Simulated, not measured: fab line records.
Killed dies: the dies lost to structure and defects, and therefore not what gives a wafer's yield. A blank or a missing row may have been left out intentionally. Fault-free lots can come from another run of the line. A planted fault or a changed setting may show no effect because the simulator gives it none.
Comparing a struck lot with a sound one	flow gf180mcu	14 out of 602 route steps
Sound: these wafers, L908.1, L908.4, L908.5. Struck: wafers L919.1, L919.3, L919.5. At the end, the cause is stated.
For every step that has rows: the tool of each side, followed by ch and its chambers, followed by its first start. Under that, the readings that differ: sound wafers	struck wafers	difference of the means	sigmas: that difference in standard deviations of wafers without a fault.
alike: same words and numbers on both sides, and readings whose means sit less than 2 such deviations apart. not compared: any withheld reading, any reading some wafer has no value for, any bound like >300 that may hide the same value, and any number with overlapping values for which the record gives no deviation.
A row with sigmas, a row that says differs or no value, or rows on one side alone: a step with any of these is where the two part. Numbers that don't overlap but have no deviation are shown without sigmas and don't part them. A reading that every wafer of one side lacks parts them only if that side has two wafers or more.

GF_HV_LDD_CD_MEAS_31 targets a cd of 400 nm.
  struck on cdSem-01, day 16 02:01; sound on cdSem-02, day 12 09:43
  alike: cdNm
GF_HV_LDD_OVL_MEAS_32:
  struck on overlay-01, day 16 02:08; sound on overlay-02, day 12 09:50
  alike: HV_LDD_02_OVL
then, 4 steps without rows for these wafers: GF_HV_LDD_IMPLANT_33; GF_HV_LDD_IMPLANT_34; GF_HV_LDD_IMPLANT_35; GF_HV_LDD_IMPLANT_36.
GF_HV_LDD_STRIP_37: strips in O2/N2.
  sound on plasmaAsher-02 ch 0, day 12 10:28; struck on plasmaAsher-04 ch 0,1, day 16 02:46
  alike: chamberPressureMTorr, drypumpMotorCurrentA, heaterPowerW, oesProductAu, stripTimeToEndpointS
  not compared: rfHoursCounterH
GF_HV_LDD_TW_MEAS_38:
  struck on filmMetro-04, day 16 02:52; sound on filmMetro-04, day 12 10:34
  alike: HV_LDD_3_TW
then, 4 steps without rows for these wafers: GF_HV_LDD_DEHYDRATE_39 (time 60 s); GF_HV_LDD_HMDS_40 (prime time 60 s); GF_HV_LDD_COAT_41 (resist thk 1000 nm); GF_HV_LDD_SOFTBAKE_42 (time 60 s).
GF_HV_LDD_EXPOSE_43: exposes mask Pplus HV AREA, target cd 400 nm.
  sound on ilineStepper-01 ch 0, day 12 20:19; struck on ilineStepper-01, day 16 14:46
  no value came back on the struck wafers for exposureDoseMJCm2, focusOffsetNm (nm), reticleTempC (C); on the sound wafers exposureDoseMJCm2 reads 140.23 140.04 139.97
reading	sound	struck	difference	sigmas
model.HV_LDD.overlayXNm (nm)	-0.004911 -0.004911 -0.004911	0.6556 0.6556 0.6556	+0.6605	
model.HV_LDD.overlayYNm (nm)	0.2456 0.2456 0.2456	0.09603 0.09603 0.09603	-0.14957	
  alike: mask
then, 1 step without rows for these wafers: GF_HV_LDD_PEB_44.

## WHERE THEY PART
Within this record, at GF_HV_LDD_EXPOSE_43 only.

WHY: what had been put in by the simulator
Beginning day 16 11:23, the whole step at GF_HV_LDD_EXPOSE_43 was skipped on ilineStepper-01. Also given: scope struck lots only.
